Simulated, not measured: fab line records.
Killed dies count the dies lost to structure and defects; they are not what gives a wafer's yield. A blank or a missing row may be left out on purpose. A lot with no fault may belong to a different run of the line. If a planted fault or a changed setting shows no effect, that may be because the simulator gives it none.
fab line records ; flow gf180mcu
[record] lots = 15; wafers = 45; lastDay = 34
route steps=602 shown STI@15 NWELL@52 VT_IMPLANT@99
lots untouched by any fault: they come from a run of this same line in which no faults occurred
startH: the number of hours between the record's first day and the start of the first shown wafer of the lot ; waitH: hours elapsed since this lot's preceding step ; " same as the row above ; L1.1+2: one row covering several wafers at once ; - no value, or no start given ; * or withheld: withheld ; < > ~ a bound
route shown NAME@n: NAME is a module with steps in the file, n the number in the route of the first one ; usual: average and standard deviation across the fault-free wafers ; same: alike in all rows ; chamber/n: place in a boat ; sites: each site's reading ; _std_site: standard deviation across them ; _edge_site: mean of outer sites minus mean of inner sites ; radiusMm: for every site, how far away it sits from the centre of the wafer ; mask NAME#n: copy n ; behind: the most recent tool/chamber to have shaped the wafer ; hold: why the lot went on hold/how many hours it stayed there/how the hold came to an end ; device: whichever transistor did not switch (one of n, p or np) ; end of line: the route-end tests of the same wafers ; a step given without rows: its recipe and nothing more ; killed: count of dies lost to structure and defects at first sort (not the wafer's yield) ; map: shows each die of a wafer: x if killed, . if not, _ if none is there
set.NAME: the run value of the setting; set.NAME@STEP: its run value at that earlier step ; model.NAME: the simulator's own value behind a step, which no gauge read
one table for each step of the route and one row for each wafer, over a sample of lots
services: when a tool's chamber went out of use (startH, in hours from the record's first day, below 0 if earlier), for how many hours, and the reason
[[steps]]
[step GF_STI_ETCH_14]
[recipe] target = Si; chemistry = HBr/Cl2/O2; targetDepthNm = 360; icpW = 600; biasW = 150; pressureMtorr = 15; HBr_flow_sccm = 150; Cl2_flow_sccm = 40; O2_flow_sccm = 6; timeS = 102.9
[usual] drypumpMotorCurrentA = 5.7/0.62; oesProductAu = 1.008/0.0086; rfFwdPowerW = 596.7/2.3; throttleValvePct = 25.650/0.011
lot.wafer;tool;chamber;startH;waitH;drypumpMotorCurrentA;oesProductAu;rfFwdPowerW;rfHoursCounterH;throttleValvePct
L477.2;rieSi-01;1;26.74;0.0;5.6;1.000;597.0;47;25.659
L477.3;rieSi-01;0;26.74;0.0;6.8;1.000;594.5;38;25.639
L477.6;rieSi-01;0;26.74;0.0;6.8;1.006;593.3;-;25.657
L478.3;rieSi-02;1;30.84;0.0;5.0;1.001;595.9;85;25.647
L478.4;rieSi-02;0;30.84;0.0;5.5;1.001;598.1;0;25.652
L478.5;rieSi-02;2;30.84;0.0;6.1;0.999;596.2;-;25.655
L479.2;rieSi-02;1;36.07;0.0;5.0;1.004;596.2;85;25.647
L479.3;rieSi-02;0;36.07;0.0;5.5;0.999;599.9;0;25.655
L479.6;rieSi-02;2;36.07;0.0;6.1;1.010;592.9;-;25.666
L483.1;rieSi-02;3;57.49;0.0;4.8;1.004;599.6;0;25.661
L483.3;rieSi-02;2;57.49;0.0;6.1;0.997;597.7;82;25.653
L483.6;rieSi-02;2;57.49;0.0;6.1;0.992;597.6;-;25.661
L484.2;rieSi-01;3;62.37;0.0;6.0;1.027;597.4;124;25.645
L484.3;rieSi-01;1;62.37;0.0;5.6;1.001;598.2;47;25.662
L484.6;rieSi-01;3;62.37;0.0;6.0;1.018;594.1;-;25.633
L485.1;rieSi-01;1;66.89;0.0;5.6;1.002;596.2;47;25.666
L485.3;rieSi-01;2;66.89;0.0;6.0;1.005;592.0;103;25.678
L485.4;rieSi-01;3;66.89;0.0;6.0;1.017;590.9;124;25.635
L486.4;rieSi-02;1;71.94;0.0;5.0;1.002;595.4;85;25.629
L486.5;rieSi-02;1;71.94;0.0;5.0;0.998;597.0;-;25.659
L486.6;rieSi-02;2;71.94;0.0;6.1;1.008;599.6;-;25.646
L487.1;rieSi-02;1;77.92;0.0;5.0;1.010;592.8;86;25.651
L487.2;rieSi-02;2;77.92;0.0;6.1;0.997;595.8;82;25.655
L487.3;rieSi-02;3;77.92;0.0;4.8;1.011;599.8;1;25.664
L488.3;rieSi-02;0;82.33;0.0;5.5;1.005;599.1;1;25.673
L488.4;rieSi-02;3;82.33;0.0;4.8;1.008;598.7;1;25.667
L488.6;rieSi-02;0;82.33;0.0;5.5;1.019;598.8;-;25.643
L489.2;rieSi-02;1;87.63;0.0;5.0;1.004;595.4;86;25.647
L489.5;rieSi-02;2;87.63;0.0;6.1;1.002;600.6;-;25.646
L489.6;rieSi-02;3;87.63;0.0;4.8;1.001;597.7;-;25.656
L490.1;rieSi-01;0;94.32;0.0;6.8;1.010;599.2;39;25.653
L490.3;rieSi-01;1;94.32;0.0;5.6;1.002;597.1;48;25.647
L490.4;rieSi-01;3;94.32;0.0;6.0;1.027;591.7;125;25.621
L491.2;rieSi-02;0;99.49;0.0;5.5;1.008;600.9;1;25.659
L491.4;rieSi-02;3;99.49;0.0;4.8;1.005;598.1;-;25.644
L491.6;rieSi-02;0;99.49;0.0;5.5;1.005;598.1;-;25.647
L498.1;rieSi-01;0;135.89;0.0;6.8;1.013;600.0;39;25.647
L498.3;rieSi-01;3;135.89;0.0;6.0;1.027;593.9;125;25.651
L498.6;rieSi-01;3;135.89;0.0;6.0;1.029;594.3;-;25.633
L499.2;rieSi-02;3;140.18;0.0;4.8;1.005;600.4;1;25.649
L499.3;rieSi-02;1;140.18;0.0;5.0;1.004;598.3;86;25.655
L499.4;rieSi-02;0;140.18;0.0;5.5;1.007;595.2;1;25.655
L500.3;rieSi-02;0;144.18;0.0;5.5;1.015;595.3;2;25.648
L500.4;rieSi-02;2;144.18;0.0;6.1;1.010;600.4;83;25.633
L500.5;rieSi-02;0;144.18;0.0;5.5;1.020;596.0;-;25.655
[step GF_NWELL_STRIP_10]
[recipe] chemistry = O2/N2; powerW = 1400; pressureMtorr = 1500; platenTempC = 250; o2FlowSccm = 3000; n2FlowSccm = 300; overashFraction = 0.5
[usual] drypumpMotorCurrentA = 5.5/0.55; heaterPowerW = 328/37; o2FlowSccm = 3000/11; oesProductAu = 0.722/0.0048; stripTimeToEndpointS = 36.94/0.11
lot.wafer;tool;chamber;startH;waitH;drypumpMotorCurrentA;heaterPowerW;o2FlowSccm;oesProductAu;rfHoursCounterH;stripTimeToEndpointS
L477.2;plasmaAsher-03;1;56.22;0.1;6.0;334;2995;0.714;38;36.74
L477.3;plasmaAsher-03;1;56.22;0.1;6.0;321;3000;0.726;-;36.83
L477.6;plasmaAsher-03;1;56.22;0.1;6.0;316;3007;0.722;-;36.74
L478.3;plasmaAsher-02;1;62.61;0.1;4.7;365;3000;0.727;-;36.95
L478.4;plasmaAsher-02;0;62.61;0.1;6.0;384;3012;0.719;-;36.89
L478.5;plasmaAsher-02;1;62.61;0.1;4.7;372;2998;0.730;-;36.97
L479.2;plasmaAsher-04;1;67.08;0.1;4.8;327;2998;0.715;28;36.89
L479.3;plasmaAsher-04;0;67.08;0.1;5.8;274;2994;0.726;-;36.91
L479.6;plasmaAsher-04;0;67.08;0.1;5.8;277;2996;0.725;-;37.06
L483.1;plasmaAsher-03;1;95.33;0.1;6.0;323;3001;0.731;42;36.87
L483.3;plasmaAsher-03;1;95.33;0.1;6.0;319;2995;0.722;-;36.77
L483.6;plasmaAsher-03;0;95.33;0.1;5.9;300;3006;0.734;-;36.90
L484.2;plasmaAsher-03;1;96.31;0.1;6.0;322;2991;0.723;42;37.00
L484.3;plasmaAsher-03;1;96.31;0.1;6.0;321;3007;0.714;-;36.87
L484.6;plasmaAsher-03;0;96.31;0.1;6.0;296;3013;0.723;-;36.92
L485.1;plasmaAsher-04;0;100.93;0.1;5.8;276;2987;0.720;32;36.86
L485.3;plasmaAsher-04;1;100.93;0.1;4.8;327;3008;0.730;-;36.93
L485.4;plasmaAsher-04;0;100.93;0.1;5.8;274;3001;0.728;-;36.89
L486.4;plasmaAsher-04;1;104.85;0.1;4.8;333;2992;0.713;-;36.89
L486.5;plasmaAsher-04;0;104.85;0.1;5.8;278;3011;0.726;-;36.84
L486.6;plasmaAsher-04;1;104.85;0.1;4.8;327;2982;0.723;-;36.83
L487.1;plasmaAsher-02;1;111.86;0.1;4.7;368;2973;0.726;46;36.86
L487.2;plasmaAsher-02;0;111.86;0.1;6.0;382;3003;0.721;46;36.85
L487.3;plasmaAsher-02;1;111.86;0.1;4.7;361;2995;0.724;-;36.81
L488.3;plasmaAsher-04;0;117.26;0.1;5.8;274;3005;0.725;-;37.06
L488.4;plasmaAsher-04;1;117.26;0.1;4.8;323;2990;0.715;-;36.96
L488.6;plasmaAsher-04;1;117.26;0.1;4.9;323;2971;0.720;-;37.06
L489.2;plasmaAsher-02;0;120.98;0.1;6.0;386;3014;0.722;48;37.00
L489.5;plasmaAsher-02;1;120.98;0.1;4.7;364;2994;0.726;-;37.03
L489.6;plasmaAsher-02;0;120.98;0.1;6.0;373;3007;0.734;-;36.99
L490.1;plasmaAsher-02;0;128.32;0.1;6.0;376;2989;0.720;48;36.65
L490.3;plasmaAsher-02;0;128.32;0.1;6.0;382;2985;0.732;-;36.75
L490.4;plasmaAsher-02;1;128.32;0.1;4.7;367;2989;0.719;-;36.73
L491.2;plasmaAsher-03;1;134.77;0.1;6.0;321;2994;0.714;46;37.02
L491.4;plasmaAsher-03;1;134.77;0.1;6.0;325;3002;0.728;-;37.14
L491.6;plasmaAsher-03;1;134.77;0.1;6.0;322;2995;0.731;-;37.20
L498.1;plasmaAsher-03;1;171.38;0.1;6.0;318;2985;0.732;49;37.05
L498.3;plasmaAsher-03;0;171.38;0.1;6.0;293;3038;0.722;-;37.11
L498.6;plasmaAsher-03;0;171.38;0.1;5.9;305;3012;0.714;-;37.00
L499.2;plasmaAsher-02;0;176.72;0.1;6.0;379;3001;0.716;54;36.98
L499.3;plasmaAsher-02;1;176.72;0.1;4.7;372;2989;0.722;-;36.95
L499.4;plasmaAsher-02;0;176.72;0.1;6.0;379;2994;0.727;-;37.04
L500.3;plasmaAsher-02;0;180.83;0.1;6.0;390;3003;0.721;-;36.90
L500.4;plasmaAsher-02;1;180.83;0.1;4.7;369;3009;0.724;-;36.84
L500.5;plasmaAsher-02;1;180.83;0.1;4.7;367;3009;0.720;-;36.92
[step GF_VT_IMPLANT_STRIP_09]
[recipe] chemistry = O2/N2; powerW = 1400; pressureMtorr = 1500; platenTempC = 250; o2FlowSccm = 3000; n2FlowSccm = 300; overashFraction = 0.5
[usual] drypumpMotorCurrentA = 5.4/0.54; heaterPowerW = 321/36; o2FlowSccm = 3000/9.4; oesProductAu = 0.715/0.0046; stripTimeToEndpointS = 12.62/0.034
lot.wafer;tool;chamber;startH;waitH;drypumpMotorCurrentA;heaterPowerW;o2FlowSccm;oesProductAu;rfHoursCounterH;stripTimeToEndpointS
L477.2;plasmaAsher-04;0;114.02;0.1;5.8;277;3014;0.725;33;12.63
L477.3;plasmaAsher-04;1;114.02;0.1;4.8;331;2999;0.718;-;12.62
L477.6;plasmaAsher-04;0;114.02;0.1;5.8;273;3008;0.717;-;12.62
L478.3;plasmaAsher-03;0;121.76;0.1;5.9;299;3004;0.720;-;12.60
L478.4;plasmaAsher-03;1;121.76;0.1;6.0;325;3006;0.714;-;12.60
L478.5;plasmaAsher-03;1;121.76;0.1;6.0;318;3011;0.718;-;12.57
L479.2;plasmaAsher-04;0;125.11;0.1;5.8;268;2999;0.721;34;12.65
L479.3;plasmaAsher-04;0;125.11;0.1;5.8;276;3007;0.718;-;12.66
L479.6;plasmaAsher-04;1;125.11;0.1;4.8;333;3004;0.717;-;12.61
L483.1;plasmaAsher-04;1;154.26;0.1;4.8;317;2997;0.717;38;12.63
L483.3;plasmaAsher-04;1;154.26;0.1;4.8;318;2991;0.710;-;12.64
L483.6;plasmaAsher-04;1;154.26;0.1;4.8;320;2999;0.714;-;12.61
L484.2;plasmaAsher-02;1;155.51;0.1;4.7;369;3014;0.715;51;12.62
L484.3;plasmaAsher-02;0;155.51;0.1;6.0;379;3004;0.714;-;12.65
L484.6;plasmaAsher-02;0;155.51;0.1;6.0;375;3001;0.719;-;12.67
L485.1;plasmaAsher-04;1;162.22;0.1;4.9;324;2980;0.707;39;12.68
L485.3;plasmaAsher-04;1;162.22;0.1;4.8;331;2995;0.711;-;12.66
L485.4;plasmaAsher-04;0;162.22;0.1;5.8;276;3006;0.716;-;12.62
L486.4;plasmaAsher-02;0;164.69;0.1;6.0;379;2995;0.711;-;12.61
L486.5;plasmaAsher-02;0;164.69;0.1;6.0;375;2994;0.716;-;12.59
L486.6;plasmaAsher-02;1;164.69;0.1;4.7;372;2994;0.705;-;12.55
L487.1;plasmaAsher-03;0;171.67;0.1;5.9;309;2989;0.717;49;12.64
L487.2;plasmaAsher-03;1;171.67;0.1;6.0;325;3003;0.721;49;12.61
L487.3;plasmaAsher-03;0;171.67;0.1;5.9;293;2985;0.708;-;12.61
L488.3;plasmaAsher-04;0;179.09;0.1;5.8;275;3007;0.719;-;12.66
L488.4;plasmaAsher-04;1;179.09;0.1;4.8;325;2996;0.716;-;12.64
L488.6;plasmaAsher-04;0;179.09;0.1;5.8;277;2987;0.714;-;12.65
L489.2;plasmaAsher-04;1;184.12;0.1;4.8;329;3006;0.712;41;12.59
L489.5;plasmaAsher-04;0;184.12;0.1;5.8;281;2984;0.710;-;12.58
L489.6;plasmaAsher-04;1;184.12;0.1;4.9;329;3008;0.708;-;12.63
L490.1;plasmaAsher-02;1;192.31;0.1;4.7;365;2992;0.718;55;12.62
L490.3;plasmaAsher-02;0;192.31;0.1;6.0;376;3011;0.717;-;12.60
L490.4;plasmaAsher-02;1;192.31;0.1;4.7;369;2991;0.718;-;12.59
L491.2;plasmaAsher-04;0;199.73;0.1;5.8;274;3023;0.712;43;12.54
L491.4;plasmaAsher-04;0;199.73;0.1;5.8;277;3025;0.712;-;12.63
L491.6;plasmaAsher-04;1;199.73;0.1;4.8;324;3005;0.717;-;12.58
L498.1;plasmaAsher-04;1;241.16;0.1;4.8;327;2999;0.711;48;12.61
L498.3;plasmaAsher-04;0;241.16;0.1;5.8;274;3010;0.717;-;12.58
L498.6;plasmaAsher-04;0;241.16;0.1;5.8;281;3006;0.712;-;12.54
L499.2;plasmaAsher-04;0;245.17;0.1;5.8;273;3021;0.708;48;12.71
L499.3;plasmaAsher-04;1;245.17;0.1;4.8;341;3003;0.718;-;12.68
L499.4;plasmaAsher-04;0;245.17;0.1;5.8;283;2996;0.719;-;12.66
L500.3;plasmaAsher-04;0;250.60;0.1;5.8;276;3008;0.727;-;12.58
L500.4;plasmaAsher-04;1;250.60;0.1;4.8;324;2994;0.714;-;12.55
L500.5;plasmaAsher-04;1;250.60;0.1;4.9;323;3007;0.710;-;12.54
[step GF_VT_IMPLANT_EXPOSE_15]
[recipe] maskId = Nwell_LV_AREA; targetCdNm = 860; na = 0.6; sourceShape = conventional; sigmaOuter = 0.6; doseMj = 140
[usual] exposureDoseMJCm2 = 140.02/0.14; focusOffsetNm = 0.0/0.53; sigmaOuter = 0.6/0
lot.wafer;tool;chamber;startH;waitH;mask;exposureDoseMJCm2;focusOffsetNm;sigmaOuter
L477.2;ilineStepper-01;0;121.30;-;Nwell_LV_AREA#0;140.12;-0.2;0.6
L477.3;ilineStepper-01;0;121.30;-;Nwell_LV_AREA#0;139.93;-0.1;0.6
L477.6;ilineStepper-01;0;121.30;-;Nwell_LV_AREA#0;140.13;-0.5;0.6
L478.3;ilineStepper-01;0;129.22;-;Nwell_LV_AREA#0;139.94;0.1;0.6
L478.4;ilineStepper-01;0;129.22;-;Nwell_LV_AREA#0;140.19;-0.6;0.6
L478.5;ilineStepper-01;0;129.22;-;Nwell_LV_AREA#0;139.89;0.3;0.6
L479.2;ilineStepper-01;0;132.05;-;Nwell_LV_AREA#0;139.99;0.5;0.6
L479.3;ilineStepper-01;0;132.05;-;Nwell_LV_AREA#0;139.85;-0.6;0.6
L479.6;ilineStepper-01;0;132.05;-;Nwell_LV_AREA#0;139.85;0.0;0.6
L483.1;ilineStepper-02;0;162.52;-;Nwell_LV_AREA#0;139.91;-0.2;0.6
L483.3;ilineStepper-02;0;162.52;-;Nwell_LV_AREA#0;139.85;-0.6;0.6
L483.6;ilineStepper-02;0;162.52;-;Nwell_LV_AREA#0;140.03;-0.1;0.6
L484.2;ilineStepper-02;0;163.75;-;Nwell_LV_AREA#0;139.80;0.0;0.6
L484.3;ilineStepper-02;0;163.75;-;Nwell_LV_AREA#0;139.76;0.6;0.6
L484.6;ilineStepper-02;0;163.75;-;Nwell_LV_AREA#0;139.81;-0.6;0.6
L485.1;ilineStepper-01;0;169.82;-;Nwell_LV_AREA#0;140.18;-0.6;0.6
L485.3;ilineStepper-01;0;169.82;-;Nwell_LV_AREA#0;139.99;0.0;0.6
L485.4;ilineStepper-01;0;169.82;-;Nwell_LV_AREA#0;140.29;0.4;0.6
L486.4;ilineStepper-01;0;172.60;-;Nwell_LV_AREA#0;140.02;0.5;0.6
L486.5;ilineStepper-01;0;172.60;-;Nwell_LV_AREA#0;140.02;0.3;0.6
L486.6;ilineStepper-01;0;172.60;-;Nwell_LV_AREA#0;140.20;1.3;0.6
L487.1;ilineStepper-01;0;180.20;-;Nwell_LV_AREA#0;140.01;0.4;0.6
L487.2;ilineStepper-01;0;180.20;-;Nwell_LV_AREA#0;139.85;0.0;0.6
L487.3;ilineStepper-01;0;180.20;-;Nwell_LV_AREA#0;140.13;0.5;0.6
L488.3;ilineStepper-01;0;186.73;-;Nwell_LV_AREA#0;139.83;0.1;0.6
L488.4;ilineStepper-01;0;186.73;-;Nwell_LV_AREA#0;139.77;-0.1;0.6
L488.6;ilineStepper-01;0;186.73;-;Nwell_LV_AREA#0;140.01;1.1;0.6
L489.2;ilineStepper-01;-;192.74;-;Nwell_LV_AREA#0;-;-;-
L489.5;ilineStepper-01;-;192.74;-;Nwell_LV_AREA#0;-;-;-
L489.6;ilineStepper-01;-;192.74;-;Nwell_LV_AREA#0;-;-;-
L490.1;ilineStepper-01;-;200.72;-;Nwell_LV_AREA#0;-;-;-
L490.3;ilineStepper-01;-;200.72;-;Nwell_LV_AREA#0;-;-;-
L490.4;ilineStepper-01;-;200.72;-;Nwell_LV_AREA#0;-;-;-
L491.2;ilineStepper-02;-;208.17;-;Nwell_LV_AREA#0;-;-;-
L491.4;ilineStepper-02;-;208.17;-;Nwell_LV_AREA#0;-;-;-
L491.6;ilineStepper-02;-;208.17;-;Nwell_LV_AREA#0;-;-;-
L498.1;ilineStepper-01;0;249.50;-;Nwell_LV_AREA#0;139.84;0.7;0.6
L498.3;ilineStepper-01;0;249.50;-;Nwell_LV_AREA#0;140.01;0.1;0.6
L498.6;ilineStepper-01;0;249.50;-;Nwell_LV_AREA#0;139.90;0.9;0.6
L499.2;ilineStepper-02;0;254.88;-;Nwell_LV_AREA#0;140.22;0.2;0.6
L499.3;ilineStepper-02;0;254.88;-;Nwell_LV_AREA#0;140.10;-1.2;0.6
L499.4;ilineStepper-02;0;254.88;-;Nwell_LV_AREA#0;140.04;0.2;0.6
L500.3;ilineStepper-02;0;260.58;-;Nwell_LV_AREA#0;139.89;0.1;0.6
L500.4;ilineStepper-02;0;260.58;-;Nwell_LV_AREA#0;139.84;-0.7;0.6
L500.5;ilineStepper-02;0;260.58;-;Nwell_LV_AREA#0;139.91;0.6;0.6
[[services]]
tool;chamber;startH;hours;kind
rieSi-01;-;11.37;14.6;pm
rieSi-02;3;12.13;-;clean
rieSi-02;3;12.13;12.6;scheduledDown
rieSi-02;3;12.13;12.6;ventCycle
plasmaAsher-02;-;15.79;6.4;repair
ilineStepper-02;-;66.58;4.4;pm
ilineStepper-01;-;67.51;13.9;repair
ilineStepper-01;-;76.70;0.7;repair
plasmaAsher-03;-;80.08;1.0;repair
ilineStepper-01;0;85.59;-;calibration
ilineStepper-01;-;87.64;2.9;repair
rieSi-02;2;93.62;6.4;repair
rieSi-02;1;101.99;18.6;repair
ilineStepper-02;-;121.93;1.7;repair
ilineStepper-02;-;143.77;1.7;pm
plasmaAsher-03;-;151.70;11.2;pm
ilineStepper-02;-;169.29;0.8;repair
plasmaAsher-04;-;170.53;2.8;repair
rieSi-02;2;177.67;4.9;repair
ilineStepper-01;-;207.26;1.7;pm
rieSi-02;-;225.23;0.5;repair
rieSi-01;-;233.22;0.3;repair
ilineStepper-01;-;235.67;2.1;pm
rieSi-01;0;246.77;6.6;repair
[[key]]
[firstSign] step = GF_VT_IMPLANT_EXPOSE_15; reading = toolRecord; direction = missing
effect none on later readings
metAt GF_VT_IMPLANT_EXPOSE_15
struckLots L489,L490,L491
laterRowsLeftOut L489.2,L489.5,L489.6,L490.1,L490.3,L490.4,L491.2,L491.4,L491.6
sortLeftOut L489.2,L489.5,L489.6,L490.1,L490.3,L490.4,L491.2,L491.4,L491.6
testerLeftOut L489,L490,L491
notActingAt GF_STI_ETCH_14,GF_NWELL_STRIP_10,GF_VT_IMPLANT_STRIP_09
onsetBetween 186.73 192.74
[fault] kind = skippedStepWhole; tool = ilineStepper-01,ilineStepper-02; chamber = -; onsetH = 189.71; steps = GF_VT_IMPLANT_EXPOSE_15; scope = struckLotsOnly
// testerLeftOut: of these lots the tester's yield and bins aren't shown, on N5 and GAA mostly nor the transistor test; their killed dies are dies lost to structure and defects alone, not to doping, threshold or leakage, so they don't give the yield
// sortLeftOut: the simulated sort isn't trusted on such a fault, so these wafers' sort isn't shown, and their yield isn't known
// laterRowsLeftOut: the simulator's readings of these wafers behind a module that went badly wrong aren't trusted and aren't shown, but for the sort
